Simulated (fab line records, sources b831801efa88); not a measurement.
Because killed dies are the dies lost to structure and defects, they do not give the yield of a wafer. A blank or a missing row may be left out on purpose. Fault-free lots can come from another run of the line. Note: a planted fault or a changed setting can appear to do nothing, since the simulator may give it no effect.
fab line records    flow gf180mcu    part 1 of 2: steps 1 to 28 of 37
[record] lots = 5  wafers = 15  last-day = 33
route steps=602 shown M4@463 V4@476
lots that met no fault: from a run of the same line without faults
start-h: hours from the record's opening day to when the first of the lot's shown wafers began    wait-h: hours elapsed since this lot's preceding step    " unchanged from the row above    L1.1+2: several wafers, shown together as one row    - no value present, or no start provided    * or withheld: withheld    < > ~ a bound
route shown NAME@n: a module of which the file shows steps, and the number in the route of the first    usual: average and standard deviation across the fault-free wafers    same: alike in all rows    chamber/n: place in a boat    sites: readings site by site    _std_site: the values' standard deviation    _edge_site: inner sites' mean taken away from outer sites' mean    radius-mm: for every site, how far away it sits from the centre of the wafer    mask NAME#n: copy n    behind: tool/chamber where the wafer was last shaped    hold: reason for holding the lot/hours on hold/outcome of the hold    device: transistor that didn't switch, given as n, p or np    end of line: tests of these same wafers at the route's end    a step given without rows: its recipe and nothing more    killed: not the wafer's yield, but the dies lost to structure and defects at the first sort    map: the dies of a wafer, with x for killed, . for not killed, _ for no die there
set.NAME: the setting as run; set.NAME@STEP: as run at that earlier step    model.NAME: the simulator's own value behind a step, which no gauge read
lots at selected steps of the route; one table per step, one row per wafer
services: a tool's chamber out of use, with start hour (start-h, from the record's first day; less than 0 if before it), hours out, and reason
[[steps]]
[step GF_M4_DEHYDRATE_07]
[recipe] temp-c = 200  time-s = 60
[usual] resist-line-temp-C = 23.01/0.095
lot.wafer  tool            chamber  start-h  wait-h  resist-line-temp-C
L074.1     litho-track-01  0        540.94   10.1    22.91
L074.4     "               0        "        "       22.95
L074.5     "               0        "        "       22.84
L076.1     litho-track-01  0        566.24   9.7     23.05
L076.2     "               0        "        "       22.84
L076.3     "               0        "        "       22.95
L083.2     litho-track-01  0        614.66   9.5     23.01
L083.3     "               0        "        "       23.03
L083.6     "               0        "        "       23.03
L089.1     litho-track-01  0        661.64   9.0     22.99
L089.4     "               0        "        "       22.93
L089.6     "               0        "        "       23.07
L091.2     litho-track-03  0        672.05   9.3     23.19
L091.4     "               0        "        "       23.19
L091.6     "               0        "        "       23.06
[step GF_M4_HMDS_08]
[recipe] prime-time-s = 60  prime-temp-c = 120
[usual] resist-line-temp-C = 23.01/0.098
lot.wafer  tool            chamber  start-h  wait-h  resist-line-temp-C
L074.1     litho-track-01  0        541.09   0.1     22.91
L074.4     "               0        "        "       23.07
L074.5     "               0        "        "       23.03
L076.1     litho-track-01  0        566.39   0.1     23.06
L076.2     "               0        "        "       22.90
L076.3     "               0        "        "       22.97
L083.2     litho-track-01  0        614.81   0.1     23.09
L083.3     "               0        "        "       22.86
L083.6     "               0        "        "       23.12
L089.1     litho-track-01  0        661.79   0.1     23.03
L089.4     "               0        "        "       22.92
L089.6     "               0        "        "       22.92
L091.2     litho-track-03  0        672.20   0.1     23.16
L091.4     "               0        "        "       22.98
L091.6     "               0        "        "       23.06
[step GF_M4_COAT_09]
[recipe] resist = KrF  spin-rpm = withheld  resist-thk-nm = 1000
[usual] resist-line-temp-C = 23.00/0.096
lot.wafer  tool            chamber  start-h  wait-h  resist-line-temp-C
L074.1     litho-track-01  0        541.24   0.1     23.15
L074.4     "               0        "        "       23.11
L074.5     "               0        "        "       23.08
L076.1     litho-track-01  0        566.54   0.1     23.01
L076.2     "               0        "        "       22.99
L076.3     "               0        "        "       23.07
L083.2     litho-track-01  0        614.96   0.1     23.10
L083.3     "               0        "        "       23.09
L083.6     "               0        "        "       23.05
L089.1     litho-track-01  0        661.94   0.1     22.90
L089.4     "               0        "        "       22.99
L089.6     "               0        "        "       23.02
L091.2     litho-track-03  0        672.35   0.1     22.87
L091.4     "               0        "        "       23.00
L091.6     "               0        "        "       22.97
[step GF_M4_SOFTBAKE_10]
[recipe] temp-c = 130  time-s = 60  resist = KrF
[usual] resist-line-temp-C = 23.00/0.12
lot.wafer  tool            chamber  start-h  wait-h  resist-line-temp-C
L074.1     litho-track-01  0        541.39   0.1     23.07
L074.4     "               0        "        "       23.02
L074.5     "               0        "        "       23.02
L076.1     litho-track-01  0        566.69   0.1     23.06
L076.2     "               0        "        "       23.13
L076.3     "               0        "        "       22.96
L083.2     litho-track-01  0        615.11   0.1     22.88
L083.3     "               0        "        "       23.00
L083.6     "               0        "        "       22.98
L089.1     litho-track-01  0        662.09   0.1     22.81
L089.4     "               0        "        "       23.03
L089.6     "               0        "        "       22.77
L091.2     litho-track-03  0        672.50   0.1     23.23
L091.4     "               0        "        "       23.25
L091.6     "               0        "        "       22.98
[step GF_M4_EXPOSE_11]
[recipe] mask-id = Metal4  target-cd-nm = 280  na = 0.68  source-shape = conventional  sigma-outer = 0.6  dose-mj = 28
[same] na = 0.68
lot.wafer   tool            chamber  start-h  wait-h  mask
L074.1+4+5  krf-scanner-02  0        -        -       Metal4#0
L076.1+2+3  krf-scanner-02  0        -        -       Metal4#0
L083.2+3+6  krf-scanner-02  0        -        -       Metal4#0
L089.1+4+6  krf-scanner-01  0        -        -       Metal4#0
L091.2+4+6  krf-scanner-02  0        -        -       Metal4#0
[step GF_M4_PEB_12]
[recipe] peb-temp-c = 135  peb-time-s = 90  resist = KrF
[usual] resist-line-temp-C = 22.98/0.1
[same] peb-time-s = 90
lot.wafer  tool            chamber  start-h  wait-h  resist-line-temp-C
L074.1     litho-track-03  0        -        -       23.08
L074.4     "               0        "        "       23.09
L074.5     "               0        "        "       23.13
L076.1     litho-track-03  0        -        -       22.95
L076.2     "               0        "        "       23.00
L076.3     "               0        "        "       22.84
L083.2     litho-track-03  0        -        -       22.86
L083.3     "               0        "        "       23.08
L083.6     "               0        "        "       22.86
L089.1     litho-track-02  0        -        -       22.98
L089.4     "               0        "        "       23.00
L089.6     "               0        "        "       22.95
L091.2     litho-track-03  0        -        -       23.01
L091.4     "               0        "        "       22.89
L091.6     "               0        "        "       23.00
[step GF_M4_DEVELOP_13]
[recipe] develop-time-s = 60  dev-temp-c = 21
[usual] resist-line-temp-C = 23.01/0.11
lot.wafer  tool            chamber  start-h  wait-h  resist-line-temp-C
L074.1     litho-track-03  0        552.98   0.2     22.88
L074.4     "               0        "        "       22.86
L074.5     "               0        "        "       22.90
L076.1     litho-track-03  0        578.08   0.2     22.99
L076.2     "               0        "        "       23.14
L076.3     "               0        "        "       23.01
L083.2     litho-track-03  0        625.85   0.2     22.96
L083.3     "               0        "        "       22.90
L083.6     "               0        "        "       22.80
L089.1     litho-track-02  0        671.58   0.2     23.02
L089.4     "               0        "        "       23.22
L089.6     "               0        "        "       22.95
L091.2     litho-track-03  0        681.90   0.2     23.04
L091.4     "               0        "        "       23.18
L091.6     "               0        "        "       23.29
[step GF_M4_CD_MEAS_14]
[recipe] target-cd-nm = 280
[usual] cd-nm = 280.3/1.1
lot.wafer  tool       chamber  start-h  wait-h  cd-nm
L074.1     cd-sem-01  -        553.13   0.1     281.2
L074.4     "          -        "        "       280.3
L074.5     "          -        "        "       280.9
L076.1     cd-sem-02  -        578.23   0.1     282.3
L076.2     "          -        "        "       280.6
L076.3     "          -        "        "       280.8
L083.2     cd-sem-02  -        626.00   0.1     280.6
L083.3     "          -        "        "       279.6
L083.6     "          -        "        "       279.9
L089.1     cd-sem-01  -        671.73   0.1     282.1
L089.4     "          -        "        "       281.2
L089.6     "          -        "        "       282.3
L091.2     cd-sem-02  -        682.05   0.1     279.9
L091.4     "          -        "        "       278.5
L091.6     "          -        "        "       279.6
[step GF_M4_OVL_MEAS_15]
[usual] M4_OVL = 1/5.2
lot.wafer  tool        chamber  start-h  wait-h  M4_OVL[nm]
L074.1     overlay-02  -        553.25   0.1     -2
L074.4     "           -        "        "       -4
L074.5     "           -        "        "       -5
L076.1     overlay-02  -        578.35   0.1     3
L076.2     "           -        "        "       -1
L076.3     "           -        "        "       6
L083.2     overlay-01  -        626.10   0.1     1
L083.3     "           -        "        "       5
L083.6     "           -        "        "       5
L089.1     overlay-02  -        671.85   0.1     3
L089.4     "           -        "        "       1
L089.6     "           -        "        "       4
L091.2     overlay-02  -        682.15   0.1     3
L091.4     "           -        "        "       6
L091.6     "           -        "        "       6
[step GF_M4_METAL_ETCH_16]
[recipe] chemistry = Cl2/BCl3  mask-material = KrF  target-depth-nm = 750.8  stop-on = SiO2  pressure-mtorr = 8  icp-w = 800  bias-w = 140  Cl2_flow_sccm = 80  bcl3-flow-sccm = 40  time-s = 125.1
[usual] drypump-motor-current-A = 5.8/0.47  he-backside-leak-sccm = 3.31/0.27  oes-product-au = 0.991/0.005  throttle-valve-pct = 28.228/0.0093
lot.wafer  tool          chamber  start-h  wait-h  drypump-motor-current-A  he-backside-leak-sccm  oes-product-au  rf-hours-counter-h  throttle-valve-pct
L074.1     rie-metal-03  0        553.28   0.0     6.5                      3.34                   0.981           6                   28.229
L074.4     "             1        "        "       5.2                      3.30                   0.992           -                   28.223
L074.5     "             1        "        "       5.2                      3.34                   0.993           -                   28.232
L076.1     rie-metal-02  0        578.38   0.0     5.9                      3.17                   0.991           3                   28.230
L076.2     "             0        "        "       5.9                      3.16                   0.984           -                   28.238
L076.3     "             0        "        "       5.9                      3.20                   0.988           -                   28.235
L083.2     rie-metal-03  1        626.13   0.0     5.1                      3.35                   0.991           6                   28.217
L083.3     "             0        "        "       6.5                      3.29                   0.988           -                   28.224
L083.6     "             0        "        "       6.5                      3.13                   0.984           -                   28.222
L089.1     rie-metal-01  0        671.89   0.0     6.1                      3.46                   0.989           11                  28.228
L089.4     "             0        "        "       6.1                      3.38                   0.994           -                   28.231
L089.6     "             1        "        "       5.2                      3.27                   0.994           -                   28.221
L091.2     rie-metal-01  0        682.18   0.0     6.1                      3.37                   0.993           11                  28.233
L091.4     "             0        "        "       6.1                      3.18                   0.989           -                   28.235
L091.6     "             1        "        "       5.3                      3.22                   0.992           -                   28.226
[step GF_M4_STRIP_17]
[recipe] chemistry = O2/N2  power-w = 1400  pressure-mtorr = 1500  platen-temp-c = 250  o2-flow-sccm = 3000  n2-flow-sccm = 300  overash-fraction = 0.5
[usual] drypump-motor-current-A = 5.8/0.48  heater-power-w = 338/54  n2-flow-sccm = 300.0/0.99  oes-product-au = 0.537/0.005  strip-time-to-endpoint-s = 7.38/0.037
[same] overash-fraction = 0.5
lot.wafer  tool             chamber  start-h  wait-h  drypump-motor-current-A  heater-power-w  n2-flow-sccm  oes-product-au  rf-hours-counter-h  strip-time-to-endpoint-s
L074.1     plasma-asher-02  0        553.41   0.1     6.0                      349             300.7         0.539           96                  7.38
L074.4     "                1        "        "       6.6                      398             300.2         0.539           -                   7.35
L074.5     "                0        "        "       6.0                      350             300.4         0.531           -                   7.36
L076.1     plasma-asher-04  0        578.64   0.2     5.6                      344             298.2         0.538           83                  7.42
L076.2     "                1        "        "       6.1                      272             301.4         0.540           83                  7.41
L076.3     "                0        "        "       5.5                      336             299.0         0.534           -                   7.42
L083.2     plasma-asher-04  0        626.26   0.1     5.6                      340             298.8         0.535           89                  7.32
L083.3     "                0        "        "       5.6                      338             300.5         0.541           -                   7.35
L083.6     "                0        "        "       5.6                      343             298.2         0.538           -                   7.35
L089.1     plasma-asher-01  0        672.02   0.1     4.9                      288             299.5         0.540           54                  7.36
L089.4     "                1        "        "       5.8                      432             299.9         0.537           -                   7.35
L089.6     "                0        "        "       4.9                      288             299.3         0.533           -                   7.41
L091.2     plasma-asher-02  0        682.31   0.1     6.0                      357             300.9         0.536           108                 7.41
L091.4     "                0        "        "       6.0                      347             298.5         0.540           -                   7.37
L091.6     "                1        "        "       6.6                      396             300.2         0.541           -                   7.40
[step GF_M4_STRIP_18]
[recipe] chemistry = post-etch-residue-remover  time-s = 1200  temp-c = 72.5
lot.wafer   tool          chamber  start-h  wait-h
L074.1+4+5  wet-bench-03  0        553.51   0.1
L076.1+2+3  wet-bench-02  3        578.74   0.1
L083.2+3+6  wet-bench-02  0        626.36   0.1
L089.1+4+6  wet-bench-02  1        672.12   0.1
L091.2+4+6  wet-bench-04  2        682.41   0.1
[step GF_M4_CLEAN_19]
[recipe] chemistry = DIW  dry = n2-spin
lot.wafer   tool          chamber  start-h  wait-h
L074.1+4+5  wet-bench-04  3        553.85   0.0
L076.1+2+3  wet-bench-04  0        579.08   0.0
L083.2+3+6  wet-bench-03  2        626.70   0.0
L089.1+4+6  wet-bench-03  3        672.49   0.0
L091.2+4+6  wet-bench-02  2        682.75   0.0
[step GF_V4_CVD_00]
[recipe] material = SiO2  target-thk-nm = 600  sigma-open-frac = 0.3  temp-c = 400  time-s = 100  sih4-flow-sccm = 60  pressure-mtorr = 6
lot.wafer   tool       chamber  start-h  wait-h
L074.1+4+5  hdpcvd-01  0,1,2    554.04   0.0
L076.1+2+3  hdpcvd-01  0,2,1    579.19   0.0
L083.2+3+6  hdpcvd-01  2,1,0    626.80   0.0
L089.1+4+6  hdpcvd-02  0,0,2    672.60   0.0
L091.2+4+6  hdpcvd-01  1,1,0    682.85   0.0
[step GF_V4_THK_MEAS_01]
[recipe] reads = SiO2_of_V4_CVD_00
[usual] V4_CVD_00_THK = 600/4.8
lot.wafer  tool           chamber  start-h  wait-h  V4_CVD_00_THK[nm]
L074.1     film-metro-03  -        554.11   0.0     603
L074.4     "              -        "        "       607
L074.5     "              -        "        "       593
L076.1     film-metro-03  -        579.27   0.0     593
L076.2     "              -        "        "       595
L076.3     "              -        "        "       598
L083.2     film-metro-03  -        626.89   0.0     595
L083.3     "              -        "        "       596
L083.6     "              -        "        "       596
L089.1     film-metro-02  -        672.67   0.0     610
L089.4     "              -        "        "       610
L089.6     "              -        "        "       603
L091.2     film-metro-02  -        682.93   0.0     602
L091.4     "              -        "        "       602
L091.6     "              -        "        "       601
[step GF_V4_CVD_02]
[recipe] material = SiO2  target-thk-nm = 850  precursor = TEOS  temp-c = 400  time-s = 94.851  rf-w = 600
[usual] heater-power-w = 660/76
lot.wafer  tool      chamber  start-h  wait-h  heater-power-w
L074.1     pecvd-01  2        554.17   0.1     583
L074.4     "         0        "        "       717
L074.5     "         1        "        "       691
L076.1     pecvd-03  2        579.33   0.1     694
L076.2     "         0        "        "       777
L076.3     "         1        "        "       721
L083.2     pecvd-01  1        626.94   0.0     640
L083.3     "         0        "        "       729
L083.6     "         1        "        "       674
L089.1     pecvd-04  1        672.73   0.1     576
L089.4     "         0        "        "       690
L089.6     "         2        "        "       717
L091.2     pecvd-01  1        682.98   0.0     637
L091.4     "         2        "        "       491
L091.6     "         1        "        "       680
[step GF_V4_THK_MEAS_03]
[recipe] reads = SiO2_of_V4_CVD_02
[usual] V4_CVD_02_THK = 850/9.3
lot.wafer  tool           chamber  start-h  wait-h  V4_CVD_02_THK[nm]
L074.1     film-metro-02  -        554.24   0.0     843
L074.4     "              -        "        "       853
L074.5     "              -        "        "       845
L076.1     film-metro-03  -        579.39   0.0     850
L076.2     "              -        "        "       852
L076.3     "              -        "        "       850
L083.2     film-metro-02  -        627.02   0.0     844
L083.3     "              -        "        "       857
L083.6     "              -        "        "       860
L089.1     film-metro-01  -        672.80   0.0     854
L089.4     "              -        "        "       861
L089.6     "              -        "        "       873
L091.2     film-metro-03  -        683.06   0.0     842
L091.4     "              -        "        "       868
L091.6     "              -        "        "       861
[step GF_V4_CMP_04]
[recipe] material = SiO2  down-force-psi = 4  platen-rpm = 60  pad-velocity-m-s = 0.94248
[usual] motor-current-A = 12.5/1.4  time-to-endpoint-s = 80/4.6
lot.wafer  tool    chamber  start-h  wait-h  motor-current-A  time-to-endpoint-s
L074.4     cmp-02  1        554.35   0.1     11.3             81
L074.1     "       2        "        "       13.7             79
L074.5     "       0        "        "       13.7             83
L076.1     cmp-01  0        579.45   0.1     13.0             82
L076.3     "       1        "        "       10.9             84
L076.2     "       3        "        "       11.8             83
L083.3     cmp-02  2        627.12   0.1     12.5             83
L083.2     "       0        "        "       13.4             77
L083.6     "       2        "        "       13.2             85
L089.1     cmp-02  3        672.86   0.1     14.5             88
L089.4     "       0        "        "       13.1             91
L089.6     "       3        "        "       14.9             94
L091.2     cmp-01  1        683.16   0.1     9.7              76
L091.4     "       2        "        "       10.4             87
L091.6     "       0        "        "       13.2             82
[step GF_V4_BOW_MEAS_05]
[recipe] mode = bow
[usual] V4_BOW = 135/10
lot.wafer  tool           chamber  start-h  wait-h  V4_BOW[um]
L074.1     film-metro-02  -        554.60   0.1     137
L074.4     "              -        "        "       125
L074.5     "              -        "        "       123
L076.1     film-metro-03  -        579.75   0.2     129
L076.2     "              -        "        "       118
L076.3     "              -        "        "       123
L083.2     film-metro-03  -        627.39   0.1     126
L083.3     "              -        "        "       130
L083.6     "              -        "        "       133
L089.1     film-metro-03  -        673.16   0.2     137
L089.4     "              -        "        "       139
L089.6     "              -        "        "       135
L091.2     film-metro-02  -        683.43   0.2     138
L091.4     "              -        "        "       133
L091.6     "              -        "        "       148
[step GF_V4_DEHYDRATE_06]
[recipe] temp-c = 200  time-s = 60
[usual] resist-line-temp-C = 23.02/0.1
lot.wafer  tool            chamber  start-h  wait-h  resist-line-temp-C
L074.1     litho-track-03  0        564.93   10.3    23.13
L074.4     "               0        "        "       22.94
L074.5     "               0        "        "       22.98
L076.1     litho-track-01  0        589.39   9.6     23.11
L076.2     "               0        "        "       23.05
L076.3     "               0        "        "       23.17
L083.2     litho-track-03  0        636.40   9.0     23.06
L083.3     "               0        "        "       23.20
L083.6     "               0        "        "       23.18
L089.1     litho-track-04  0        682.03   8.9     22.96
L089.4     "               0        "        "       23.06
L089.6     "               0        "        "       22.90
L091.2     litho-track-04  0        692.46   9.0     23.16
L091.4     "               0        "        "       22.87
L091.6     "               0        "        "       23.09
[step GF_V4_HMDS_07]
[recipe] prime-time-s = 60  prime-temp-c = 120
[usual] resist-line-temp-C = 23.04/0.12
lot.wafer  tool            chamber  start-h  wait-h  resist-line-temp-C
L074.1     litho-track-03  0        565.08   0.1     22.97
L074.4     "               0        "        "       23.04
L074.5     "               0        "        "       22.90
L076.1     litho-track-01  0        589.54   0.1     22.87
L076.2     "               0        "        "       22.91
L076.3     "               0        "        "       22.91
L083.2     litho-track-03  0        636.55   0.1     22.87
L083.3     "               0        "        "       22.97
L083.6     "               0        "        "       22.97
L089.1     litho-track-04  0        682.18   0.1     23.08
L089.4     "               0        "        "       23.05
L089.6     "               0        "        "       23.10
L091.2     litho-track-04  0        692.61   0.1     23.00
L091.4     "               0        "        "       22.97
L091.6     "               0        "        "       22.87
[step GF_V4_COAT_08]
[recipe] resist = BARC  temp-c = withheld  time-s = withheld  spin-rpm = withheld  resist-thk-nm = withheld
[usual] resist-line-temp-C = *
lot.wafer  tool            chamber  start-h  wait-h  resist-line-temp-C
L074.1     litho-track-03  0        565.23   0.1     *
L074.4     "               0        "        "       *
L074.5     "               0        "        "       *
L076.1     litho-track-01  0        589.69   0.1     *
L076.2     "               0        "        "       *
L076.3     "               0        "        "       *
L083.2     litho-track-03  0        636.70   0.1     *
L083.3     "               0        "        "       *
L083.6     "               0        "        "       *
L089.1     litho-track-04  0        682.33   0.1     *
L089.4     "               0        "        "       *
L089.6     "               0        "        "       *
L091.2     litho-track-04  0        692.76   0.1     *
L091.4     "               0        "        "       *
L091.6     "               0        "        "       *
[step GF_V4_COAT_09]
[recipe] resist = KrF  spin-rpm = withheld  resist-thk-nm = 1000
[usual] resist-line-temp-C = 23.01/0.11
lot.wafer  tool            chamber  start-h  wait-h  resist-line-temp-C
L074.1     litho-track-03  0        -        -       23.07
L074.4     "               0        "        "       22.96
L074.5     "               0        "        "       22.89
L076.1     litho-track-01  0        -        -       23.06
L076.2     "               0        "        "       23.11
L076.3     "               0        "        "       23.04
L083.2     litho-track-03  0        -        -       22.86
L083.3     "               0        "        "       23.13
L083.6     "               0        "        "       22.90
L089.1     litho-track-04  0        -        -       22.85
L089.4     "               0        "        "       22.93
L089.6     "               0        "        "       22.78
L091.2     litho-track-04  0        -        -       23.27
L091.4     "               0        "        "       23.15
L091.6     "               0        "        "       22.93
[step GF_V4_SOFTBAKE_10]
[recipe] temp-c = 130  time-s = 60  resist = KrF
[usual] resist-line-temp-C = 22.99/0.1
lot.wafer  tool            chamber  start-h  wait-h  resist-line-temp-C
L074.1     litho-track-03  0        -        -       22.78
L074.4     "               0        "        "       22.88
L074.5     "               0        "        "       22.87
L076.1     litho-track-01  0        -        -       23.01
L076.2     "               0        "        "       22.94
L076.3     "               0        "        "       22.97
L083.2     litho-track-03  0        -        -       22.70
L083.3     "               0        "        "       23.11
L083.6     "               0        "        "       22.98
L089.1     litho-track-04  0        -        -       22.95
L089.4     "               0        "        "       23.05
L089.6     "               0        "        "       23.02
L091.2     litho-track-04  0        -        -       22.96
L091.4     "               0        "        "       23.10
L091.6     "               0        "        "       23.12
[step GF_V4_EXPOSE_11]
[recipe] mask-id = Via4  target-cd-nm = 260  na = 0.68  source-shape = conventional  sigma-outer = 0.6  dose-mj = 38
[same] na = 0.68
lot.wafer   tool            chamber  start-h  wait-h  mask
L074.1+4+5  krf-scanner-01  0        -        -       Via4#0
L076.1+2+3  krf-scanner-02  0        -        -       Via4#0
L083.2+3+6  krf-scanner-02  0        -        -       Via4#0
L089.1+4+6  krf-scanner-01  0        -        -       Via4#0
L091.2+4+6  krf-scanner-02  0        -        -       Via4#0
[step GF_V4_PEB_12]
[recipe] peb-temp-c = 135  peb-time-s = 90  resist = KrF
[usual] resist-line-temp-C = 23.02/0.11
[same] peb-time-s = 90
lot.wafer  tool            chamber  start-h  wait-h  resist-line-temp-C
L074.1     litho-track-04  0        -        -       23.16
L074.4     "               0        "        "       23.35
L074.5     "               0        "        "       23.02
L076.1     litho-track-01  0        -        -       23.14
L076.2     "               0        "        "       23.06
L076.3     "               0        "        "       22.96
L083.2     litho-track-01  0        -        -       23.10
L083.3     "               0        "        "       23.08
L083.6     "               0        "        "       23.04
L089.1     litho-track-01  0        -        -       22.97
L089.4     "               0        "        "       22.93
L089.6     "               0        "        "       23.06
L091.2     litho-track-01  0        -        -       22.99
L091.4     "               0        "        "       23.00
L091.6     "               0        "        "       23.04
[step GF_V4_DEVELOP_13]
[recipe] develop-time-s = 60  resist = KrF  dev-temp-c = 21
[usual] resist-line-temp-C = 23.01/0.13
lot.wafer  tool            chamber  start-h  wait-h  resist-line-temp-C
L074.1     litho-track-04  0        576.64   0.2     22.98
L074.4     "               0        "        "       23.04
L074.5     "               0        "        "       23.02
L076.1     litho-track-01  0        600.79   0.2     23.22
L076.2     "               0        "        "       22.96
L076.3     "               0        "        "       22.99
L083.2     litho-track-01  0        647.36   0.2     23.04
L083.3     "               0        "        "       23.05
L083.6     "               0        "        "       23.06
L089.1     litho-track-01  0        691.94   0.2     22.90
L089.4     "               0        "        "       22.76
L089.6     "               0        "        "       22.90
L091.2     litho-track-01  0        702.46   0.2     22.72
L091.4     "               0        "        "       22.91
L091.6     "               0        "        "       23.03
[step GF_V4_CD_MEAS_14]
[recipe] target-cd-nm = 260
[usual] cd-nm = 260.1/1.1
lot.wafer  tool       chamber  start-h  wait-h  cd-nm
L074.1     cd-sem-02  -        576.79   0.1     258.8
L074.4     "          -        "        "       258.9
L074.5     "          -        "        "       258.8
L076.1     cd-sem-02  -        600.94   0.1     261.8
L076.2     "          -        "        "       261.2
L076.3     "          -        "        "       261.8
L083.2     cd-sem-01  -        647.51   0.1     258.8
L083.3     "          -        "        "       259.1
L083.6     "          -        "        "       258.6
L089.1     cd-sem-01  -        692.09   0.1     260.0
L089.4     "          -        "        "       259.7
L089.6     "          -        "        "       259.9
L091.2     cd-sem-02  -        702.61   0.1     259.3
L091.4     "          -        "        "       260.3
L091.6     "          -        "        "       259.5
